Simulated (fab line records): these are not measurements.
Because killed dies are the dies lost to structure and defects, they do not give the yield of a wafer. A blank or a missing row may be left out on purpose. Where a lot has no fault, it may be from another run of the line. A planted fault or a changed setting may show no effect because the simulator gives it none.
What tool caused it? || flow sky130 || 72 wafers from 24 lots sampled at 6 of the route's 708 steps

## WHAT EACH GAUGE READ, for each wafer
SKY_NWELL_OVL_MEAS_10.
{"lot": "L074", "measured": "day 3 09:49", "on": "overlay-01", "NWELL_00_OVL (nm)": "1.0 -0.8 -0.3"}
{"lot": "L075", "measured": "day 4 12:37", "on": "overlay-01", "NWELL_00_OVL (nm)": "2.6 2.7 1.6"}
{"lot": "L076", "measured": "day 4 13:49", "on": "overlay-01", "NWELL_00_OVL (nm)": "1.9 0.8 0.5"}
{"lot": "L077", "measured": "day 5 01:51", "on": "overlay-01", "NWELL_00_OVL (nm)": "1.5 1.7 0.2"}
{"lot": "L078", "measured": "day 5 02:52", "on": "overlay-02", "NWELL_00_OVL (nm)": "-1.0 -1.7 0.8"}
{"lot": "L079", "measured": "day 5 19:43", "on": "overlay-02", "NWELL_00_OVL (nm)": "1.3 1.6 -1.1"}
{"lot": "L080", "measured": "day 6 02:43", "on": "overlay-02", "NWELL_00_OVL (nm)": "1.4 0.5 -0.4"}
{"lot": "L081", "measured": "day 6 08:28", "on": "overlay-02", "NWELL_00_OVL (nm)": "-2.6 -1.5 -2.4"}
{"lot": "L082", "measured": "day 6 14:25", "on": "overlay-02", "NWELL_00_OVL (nm)": "-0.4 -0.8 -0.9"}
{"lot": "L083", "measured": "day 6 22:31", "on": "overlay-01", "NWELL_00_OVL (nm)": "1.5 0.6 1.2"}
{"lot": "L084", "measured": "day 7 04:19", "on": "overlay-01", "NWELL_00_OVL (nm)": "-1.8 0.3 -1.8"}
{"lot": "L085", "measured": "day 7 07:49", "on": "overlay-02", "NWELL_00_OVL (nm)": "0.7 -0.4 2.7"}
{"lot": "L086", "measured": "day 7 13:55", "on": "overlay-02", "NWELL_00_OVL (nm)": "0.8 1.7 1.7"}
{"lot": "L087", "measured": "day 7 18:31", "on": "overlay-01", "NWELL_00_OVL (nm)": "1.3 1.9 -0.9"}
{"lot": "L088", "measured": "day 7 22:42", "on": "overlay-01", "NWELL_00_OVL (nm)": "1.0 -0.3 0.2"}
{"lot": "L089", "measured": "day 8 07:35", "on": "overlay-02", "NWELL_00_OVL (nm)": "0.7 -0.4 -0.8"}
{"lot": "L090", "measured": "day 8 12:34", "on": "overlay-02", "NWELL_00_OVL (nm)": "0.7 1.3 2.2"}
{"lot": "L091", "measured": "day 9 00:31", "on": "overlay-02", "NWELL_00_OVL (nm)": "-0.9 -1.7 -0.1"}
{"lot": "L092", "measured": "day 9 05:16", "on": "overlay-02", "NWELL_00_OVL (nm)": "0.1 -1.1 -0.3"}
{"lot": "L093", "measured": "day 9 10:01", "on": "overlay-02", "NWELL_00_OVL (nm)": "-1.2 -1.2 -0.7"}
{"lot": "L094", "measured": "day 9 21:54", "on": "overlay-02", "NWELL_00_OVL (nm)": "1.8 2.8 0.9"}
{"lot": "L096", "measured": "day 10 10:10", "on": "overlay-02", "NWELL_00_OVL (nm)": "1.9 1.5 1.7"}
{"lot": "L095", "measured": "day 10 11:07", "on": "overlay-01", "NWELL_00_OVL (nm)": "1.3 2.2 1.7"}
{"lot": "L097", "measured": "day 10 20:52", "on": "overlay-01", "NWELL_00_OVL (nm)": "-0.4 -1.0 0.5"}

SKY_METAL2_CD_MEAS_15: the cd target is 140 nm.
{"lot": "L074", "measured": "day 33 23:45", "on": "cd-sem-02", "cd-nm (nm)": "138.8 139.3 137.7"}
{"lot": "L075", "measured": "day 35 02:16", "on": "cd-sem-01", "cd-nm (nm)": "139.8 138.6 140.0"}
{"lot": "L076", "measured": "day 35 20:01", "on": "cd-sem-01", "cd-nm (nm)": "138.6 140.2 139.4"}
{"lot": "L077", "measured": "day 36 16:28", "on": "cd-sem-01", "cd-nm (nm)": "138.0 138.1 138.0"}
{"lot": "L078", "measured": "day 36 18:22", "on": "cd-sem-02", "cd-nm (nm)": "138.7 139.2 139.7"}
{"lot": "L079", "measured": "day 36 23:34", "on": "cd-sem-02", "cd-nm (nm)": "140.5 141.1 140.3"}
{"lot": "L080", "measured": "day 37 06:22", "on": "cd-sem-01", "cd-nm (nm)": "139.4 138.2 137.8"}
{"lot": "L081", "measured": "day 37 21:05", "on": "cd-sem-02", "cd-nm (nm)": "138.7 138.8 139.1"}
{"lot": "L082", "measured": "day 38 08:32", "on": "cd-sem-01", "cd-nm (nm)": "138.8 138.6 138.6"}
{"lot": "L083", "measured": "day 38 12:36", "on": "cd-sem-01", "cd-nm (nm)": "142.7 141.5 140.6"}
{"lot": "L084", "measured": "day 38 22:25", "on": "cd-sem-02", "cd-nm (nm)": "141.2 139.8 141.5"}
{"lot": "L085", "measured": "day 39 02:04", "on": "cd-sem-02", "cd-nm (nm)": "142.1 141.9 141.2"}
{"lot": "L086", "measured": "day 40 23:42", "on": "cd-sem-01", "cd-nm (nm)": "138.4 137.5 138.0"}
{"lot": "L087", "measured": "day 40 19:17", "on": "cd-sem-02", "cd-nm (nm)": "142.8 141.3 141.6"}
{"lot": "L088", "measured": "day 41 00:03", "on": "cd-sem-01", "cd-nm (nm)": "140.8 139.7 139.5"}
{"lot": "L089", "measured": "day 40 21:49", "on": "cd-sem-01", "cd-nm (nm)": "140.1 142.3 141.6"}
{"lot": "L090", "measured": "day 40 18:58", "on": "cd-sem-01", "cd-nm (nm)": "141.5 140.7 141.5"}
{"lot": "L091", "measured": "day 41 01:47", "on": "cd-sem-02", "cd-nm (nm)": "139.1 138.7 139.4"}
{"lot": "L092", "measured": "day 41 03:44", "on": "cd-sem-01", "cd-nm (nm)": "139.9 140.2 139.8"}
{"lot": "L093", "measured": "day 41 04:04", "on": "cd-sem-02", "cd-nm (nm)": "137.5 138.4 138.2"}
{"lot": "L094", "measured": "day 41 18:55", "on": "cd-sem-02", "cd-nm (nm)": "142.9 143.4 142.4"}
{"lot": "L096", "measured": "day 42 15:13", "on": "cd-sem-02", "cd-nm (nm)": "140.3 138.9 139.3"}
{"lot": "L095", "measured": "day 42 13:13", "on": "cd-sem-01", "cd-nm (nm)": "140.0 140.0 140.5"}
{"lot": "L097", "measured": "day 42 19:19", "on": "cd-sem-01", "cd-nm (nm)": "141.7 141.9 140.8"}

SKY_VIA3_THK_MEAS_23: measures by xrf.
{"lot": "L074", "measured": "day 38 09:19", "on": "film-metro-04", "VIA3_W_THK (nm)": "388 394 393"}
{"lot": "L075", "measured": "day 39 13:27", "on": "film-metro-02", "VIA3_W_THK (nm)": "384 386 384"}
{"lot": "L076", "measured": "day 40 09:47", "on": "film-metro-04", "VIA3_W_THK (nm)": "396 396 403"}
{"lot": "L077", "measured": "day 41 04:34", "on": "film-metro-03", "VIA3_W_THK (nm)": "384 386 388"}
{"lot": "L078", "measured": "day 41 06:23", "on": "film-metro-02", "VIA3_W_THK (nm)": "384 385 386"}
{"lot": "L079", "measured": "day 41 10:59", "on": "film-metro-03", "VIA3_W_THK (nm)": "384 388 388"}
{"lot": "L080", "measured": "day 41 15:47", "on": "film-metro-02", "VIA3_W_THK (nm)": "387 380 383"}
{"lot": "L081", "measured": "day 42 07:35", "on": "film-metro-04", "VIA3_W_THK (nm)": "390 398 402"}
{"lot": "L082", "measured": "day 42 18:38", "on": "film-metro-03", "VIA3_W_THK (nm)": "399 396 393"}
{"lot": "L083", "measured": "day 42 23:05", "on": "film-metro-04", "VIA3_W_THK (nm)": "390 388 391"}
{"lot": "L084", "measured": "day 43 05:32", "on": "film-metro-04", "VIA3_W_THK (nm)": "397 394 399"}
{"lot": "L085", "measured": "day 43 09:25", "on": "film-metro-04", "VIA3_W_THK (nm)": "398 395 398"}
{"lot": "L086", "measured": "day 45 03:23", "on": "film-metro-02", "VIA3_W_THK (nm)": "385 390 388"}
{"lot": "L087", "measured": "day 44 23:34", "on": "film-metro-02", "VIA3_W_THK (nm)": "388 379 384"}
{"lot": "L088", "measured": "day 45 04:10", "on": "film-metro-03", "VIA3_W_THK (nm)": "394 393 396"}
{"lot": "L089", "measured": "day 45 01:42", "on": "film-metro-04", "VIA3_W_THK (nm)": "397 399 396"}
{"lot": "L090", "measured": "day 45 00:16", "on": "film-metro-04", "VIA3_W_THK (nm)": "401 399 396"}
{"lot": "L091", "measured": "day 45 06:07", "on": "film-metro-04", "VIA3_W_THK (nm)": "397 393 397"}
{"lot": "L092", "measured": "day 45 06:51", "on": "film-metro-02", "VIA3_W_THK (nm)": "396 393 394"}
{"lot": "L093", "measured": "day 45 07:29", "on": "film-metro-02", "VIA3_W_THK (nm)": "392 389 393"}
{"lot": "L094", "measured": "day 45 20:08", "on": "film-metro-04", "VIA3_W_THK (nm)": "396 395 393"}
{"lot": "L096", "measured": "day 46 13:52", "on": "film-metro-02", "VIA3_W_THK (nm)": "387 387 391"}
{"lot": "L095", "measured": "day 46 11:30", "on": "film-metro-02", "VIA3_W_THK (nm)": "393 399 396"}
{"lot": "L097", "measured": "day 46 17:59", "on": "film-metro-02", "VIA3_W_THK (nm)": "392 390 390"}

SKY_METAL4_CD_MEAS_13: the cd target is 300 nm.
{"lot": "L074", "measured": "day 40 13:28", "on": "cd-sem-01", "cd-nm (nm)": "300.4 300.0 300.3"}
{"lot": "L075", "measured": "day 41 15:20", "on": "cd-sem-02", "cd-nm (nm)": "299.7 299.8 300.1"}
{"lot": "L076", "measured": "day 42 11:29", "on": "cd-sem-01", "cd-nm (nm)": "298.0 299.5 296.6"}
{"lot": "L077", "measured": "day 43 04:58", "on": "cd-sem-01", "cd-nm (nm)": "297.6 298.2 297.3"}
{"lot": "L078", "measured": "day 43 05:56", "on": "cd-sem-02", "cd-nm (nm)": "298.8 298.9 298.9"}
{"lot": "L079", "measured": "day 43 11:37", "on": "cd-sem-01", "cd-nm (nm)": "300.6 299.7 302.8"}
{"lot": "L080", "measured": "day 43 16:16", "on": "cd-sem-01", "cd-nm (nm)": "301.8 300.6 300.8"}
{"lot": "L081", "measured": "day 44 07:50", "on": "cd-sem-01", "cd-nm (nm)": "299.4 300.0 301.4"}
{"lot": "L082", "measured": "day 44 18:14", "on": "cd-sem-02", "cd-nm (nm)": "301.5 302.3 301.2"}
{"lot": "L083", "measured": "day 44 20:58", "on": "cd-sem-02", "cd-nm (nm)": "300.2 300.4 300.7"}
{"lot": "L084", "measured": "day 45 04:40", "on": "cd-sem-01", "cd-nm (nm)": "301.2 301.9 299.0"}
{"lot": "L085", "measured": "day 45 08:01", "on": "cd-sem-02", "cd-nm (nm)": "299.5 300.0 299.2"}
{"lot": "L086", "measured": "day 46 22:22", "on": "cd-sem-01", "cd-nm (nm)": "301.9 300.9 297.9"}
{"lot": "L087", "measured": "day 46 18:50", "on": "cd-sem-01", "cd-nm (nm)": "301.9 299.4 300.2"}
{"lot": "L088", "measured": "day 46 22:43", "on": "cd-sem-02", "cd-nm (nm)": "301.4 301.0 299.7"}
{"lot": "L089", "measured": "day 46 20:31", "on": "cd-sem-01", "cd-nm (nm)": "302.0 301.4 301.9"}
{"lot": "L090", "measured": "day 46 19:43", "on": "cd-sem-02", "cd-nm (nm)": "297.8 297.9 298.7"}
{"lot": "L091", "measured": "day 46 23:50", "on": "cd-sem-01", "cd-nm (nm)": "300.0 299.8 300.7"}
{"lot": "L092", "measured": "day 47 00:11", "on": "cd-sem-02", "cd-nm (nm)": "298.7 297.8 298.2"}
{"lot": "L093", "measured": "day 47 01:07", "on": "cd-sem-01", "cd-nm (nm)": "302.7 302.9 303.5"}
{"lot": "L094", "measured": "day 47 13:25", "on": "cd-sem-01", "cd-nm (nm)": "300.1 298.7 300.3"}
{"lot": "L096", "measured": "day 48 05:34", "on": "cd-sem-01", "cd-nm (nm)": "299.6 299.0 299.8"}
{"lot": "L095", "measured": "day 48 03:08", "on": "cd-sem-01", "cd-nm (nm)": "299.4 300.4 298.5"}
{"lot": "L097", "measured": "day 48 09:37", "on": "cd-sem-02", "cd-nm (nm)": "302.7 302.7 302.3"}

SKY_PAD_OPEN_BOW_MEAS_13.
{"lot": "L074", "measured": "day 44 18:37", "on": "film-metro-04", "PAD_OPEN_BOW (um)": "49 48 61"}
{"lot": "L075", "measured": "day 45 15:40", "on": "film-metro-04", "PAD_OPEN_BOW (um)": "48 47 49"}
{"lot": "L076", "measured": "day 46 10:31", "on": "film-metro-01", "PAD_OPEN_BOW (um)": "46 40 54"}
{"lot": "L077", "measured": "day 47 01:55", "on": "film-metro-04", "PAD_OPEN_BOW (um)": "31 41 38"}
{"lot": "L078", "measured": "day 47 03:36", "on": "film-metro-01", "PAD_OPEN_BOW (um)": "46 54 42"}
{"lot": "L079", "measured": "day 47 06:46", "on": "film-metro-01", "PAD_OPEN_BOW (um)": "56 50 47"}
{"lot": "L080", "measured": "day 47 09:49", "on": "film-metro-02", "PAD_OPEN_BOW (um)": "38 32 44"}
{"lot": "L081", "measured": "day 48 00:44", "on": "film-metro-01", "PAD_OPEN_BOW (um)": "36 50 29"}
{"lot": "L082", "measured": "day 48 08:44", "on": "film-metro-01", "PAD_OPEN_BOW (um)": "29 50 60"}
{"lot": "L083", "measured": "day 48 11:40", "on": "film-metro-02", "PAD_OPEN_BOW (um)": "56 61 44"}
{"lot": "L084", "measured": "day 48 18:16", "on": "film-metro-02", "PAD_OPEN_BOW (um)": "38 35 36"}
{"lot": "L085", "measured": "day 48 20:41", "on": "film-metro-04", "PAD_OPEN_BOW (um)": "51 56 28"}
{"lot": "L086", "measured": "day 50 06:29", "on": "film-metro-02", "PAD_OPEN_BOW (um)": "54 45 53"}
{"lot": "L087", "measured": "day 50 02:23", "on": "film-metro-04", "PAD_OPEN_BOW (um)": "55 48 53"}
{"lot": "L088", "measured": "day 50 07:08", "on": "film-metro-02", "PAD_OPEN_BOW (um)": "38 57 44"}
{"lot": "L089", "measured": "day 50 05:30", "on": "film-metro-04", "PAD_OPEN_BOW (um)": "38 39 33"}
{"lot": "L090", "measured": "day 50 04:19", "on": "film-metro-02", "PAD_OPEN_BOW (um)": "52 50 47"}
{"lot": "L091", "measured": "day 50 08:43", "on": "film-metro-04", "PAD_OPEN_BOW (um)": "48 33 50"}
{"lot": "L092", "measured": "day 50 09:43", "on": "film-metro-02", "PAD_OPEN_BOW (um)": "51 41 51"}
{"lot": "L093", "measured": "day 50 10:34", "on": "film-metro-02", "PAD_OPEN_BOW (um)": "44 45 44"}
{"lot": "L094", "measured": "day 50 18:34", "on": "film-metro-01", "PAD_OPEN_BOW (um)": "44 42 55"}
{"lot": "L096", "measured": "day 51 08:43", "on": "film-metro-04", "PAD_OPEN_BOW (um)": "46 43 48"}
{"lot": "L095", "measured": "day 51 07:37", "on": "film-metro-01", "PAD_OPEN_BOW (um)": "59 56 64"}
{"lot": "L097", "measured": "day 51 11:01", "on": "film-metro-01", "PAD_OPEN_BOW (um)": "45 61 52"}

## WHAT TOOL EACH LOT RAN ON (gives the tool, then ch and the chambers of the sampled wafers, and finally the start)
{"lot": "L074", "SKY_VIA4_CMP_02": "cmp-01 ch 0,3, day 40 14:46"}
{"lot": "L075", "SKY_VIA4_CMP_02": "cmp-01 ch 0,1,2, day 41 16:40"}
{"lot": "L076", "SKY_VIA4_CMP_02": "cmp-01 ch 0,1,2, day 42 12:53"}
{"lot": "L077", "SKY_VIA4_CMP_02": "cmp-01 ch 2,3, day 43 06:27"}
{"lot": "L078", "SKY_VIA4_CMP_02": "cmp-02 ch 0,1,3, day 43 07:20"}
{"lot": "L079", "SKY_VIA4_CMP_02": "cmp-02 ch 1,2, day 43 12:56"}
{"lot": "L080", "SKY_VIA4_CMP_02": "cmp-01 ch 0,2,3, day 43 17:37"}
{"lot": "L081", "SKY_VIA4_CMP_02": "cmp-01 ch 1,2,3, day 44 09:24"}
{"lot": "L082", "SKY_VIA4_CMP_02": "cmp-01 ch 0,1,3, day 44 19:49"}
{"lot": "L083", "SKY_VIA4_CMP_02": "cmp-02 ch 0,2,3, day 44 22:35"}
{"lot": "L084", "SKY_VIA4_CMP_02": "cmp-02 ch 0,2, day 45 06:09"}
{"lot": "L085", "SKY_VIA4_CMP_02": "cmp-01 ch 0,1,3, day 45 09:34"}
{"lot": "L086", "SKY_VIA4_CMP_02": "cmp-01 ch 0,1,3, day 46 23:49"}
{"lot": "L087", "SKY_VIA4_CMP_02": "cmp-01 ch 0,1, day 46 20:08"}
{"lot": "L088", "SKY_VIA4_CMP_02": "cmp-01 ch 0,2,3, day 47 00:46"}
{"lot": "L089", "SKY_VIA4_CMP_02": "cmp-01 ch 0,1, day 46 21:56"}
{"lot": "L090", "SKY_VIA4_CMP_02": "cmp-01 ch 1,2, day 46 21:02"}
{"lot": "L091", "SKY_VIA4_CMP_02": "cmp-01 ch 0,1,2, day 47 01:08"}
{"lot": "L092", "SKY_VIA4_CMP_02": "cmp-01 ch 0,1, day 47 01:32"}
{"lot": "L093", "SKY_VIA4_CMP_02": "cmp-01 ch 0,1,3, day 47 02:38"}
{"lot": "L094", "SKY_VIA4_CMP_02": "cmp-02 ch 0,3, day 47 14:44"}
{"lot": "L096", "SKY_VIA4_CMP_02": "cmp-01 ch 0,3, day 48 06:53"}
{"lot": "L095", "SKY_VIA4_CMP_02": "cmp-01 ch 0,2,3, day 48 04:51"}
{"lot": "L097", "SKY_VIA4_CMP_02": "cmp-02 ch 0,1, day 48 10:58"}
- SKY_VIA4_CMP_02: polishes SiO2.

## WHAT THE TOOLS THEMSELVES READ (means of the sampled wafers that have a number; where no wafer has one, the mark that the record gives instead)
SKY_VIA4_CMP_02.
{"lot": "L074", "tool": "cmp-01", "edge-zone-pressure-frac": 0.998, "motor-current-A (A)": 10.6}
{"lot": "L075", "tool": "cmp-01", "edge-zone-pressure-frac": 0.999, "motor-current-A (A)": 11.4}
{"lot": "L076", "tool": "cmp-01", "edge-zone-pressure-frac": 1.000, "motor-current-A (A)": 11.5}
{"lot": "L077", "tool": "cmp-01", "edge-zone-pressure-frac": 1.000, "motor-current-A (A)": 12.6}
{"lot": "L078", "tool": "cmp-02", "edge-zone-pressure-frac": 1.001, "motor-current-A (A)": 11.9}
{"lot": "L079", "tool": "cmp-02", "edge-zone-pressure-frac": 0.999, "motor-current-A (A)": 11.5}
{"lot": "L080", "tool": "cmp-01", "edge-zone-pressure-frac": 1.000, "motor-current-A (A)": 11.7}
{"lot": "L081", "tool": "cmp-01", "edge-zone-pressure-frac": 0.996, "motor-current-A (A)": 12.2}
{"lot": "L082", "tool": "cmp-01", "edge-zone-pressure-frac": 0.999, "motor-current-A (A)": 11.6}
{"lot": "L083", "tool": "cmp-02", "edge-zone-pressure-frac": 1.001, "motor-current-A (A)": 12.7}
{"lot": "L084", "tool": "cmp-02", "edge-zone-pressure-frac": 0.997, "motor-current-A (A)": 12.4}
{"lot": "L085", "tool": "cmp-01", "edge-zone-pressure-frac": 1.002, "motor-current-A (A)": 11.8}
{"lot": "L086", "tool": "cmp-01", "edge-zone-pressure-frac": 1.001, "motor-current-A (A)": 11.4}
{"lot": "L087", "tool": "cmp-01", "edge-zone-pressure-frac": 1.001, "motor-current-A (A)": 11.4}
{"lot": "L088", "tool": "cmp-01", "edge-zone-pressure-frac": 0.995, "motor-current-A (A)": 11.3}
{"lot": "L089", "tool": "cmp-01", "edge-zone-pressure-frac": 0.996, "motor-current-A (A)": 11.5}
{"lot": "L090", "tool": "cmp-01", "edge-zone-pressure-frac": 1.004, "motor-current-A (A)": 12.3}
{"lot": "L091", "tool": "cmp-01", "edge-zone-pressure-frac": 1.000, "motor-current-A (A)": 11.8}
{"lot": "L092", "tool": "cmp-01", "edge-zone-pressure-frac": 1.002, "motor-current-A (A)": 10.7}
{"lot": "L093", "tool": "cmp-01", "edge-zone-pressure-frac": 0.996, "motor-current-A (A)": 11.1}
{"lot": "L094", "tool": "cmp-02", "edge-zone-pressure-frac": 0.997, "motor-current-A (A)": 12.4}
{"lot": "L096", "tool": "cmp-01", "edge-zone-pressure-frac": 1.007, "motor-current-A (A)": 11.4}
{"lot": "L095", "tool": "cmp-01", "edge-zone-pressure-frac": 0.998, "motor-current-A (A)": 11.5}
{"lot": "L097", "tool": "cmp-02", "edge-zone-pressure-frac": 0.996, "motor-current-A (A)": 11.1}

## THE ANSWER, worked out from the rows above alone
Rule: the usual values come from the lots themselves. The widest of any qualifying gaps counts: lots, ordered by their means at a reading, are off when they make up no more than a third of the lots, leave a main group of 4 or more, and stand apart from it by 3 or more times the standard deviation of that group's means. The tables above print the reading to a certain number of digits; a main group whose means all agree to those digits is not used. A lot without any number at a reading at which 4 lots or more have one is off too. The other lots that the step has rows for count as sound. The gauges are gone through in route order, then the tools' own readings, and for those a lot's mean is taken as printed above. The first step at which some lot is off is used, and at that step the reading that is off furthest; a lot without a number counts as furthest.
No lot is off at any reading shown: from this, nothing can be told.

## WHAT WAS PUT IN BY THE SIMULATOR
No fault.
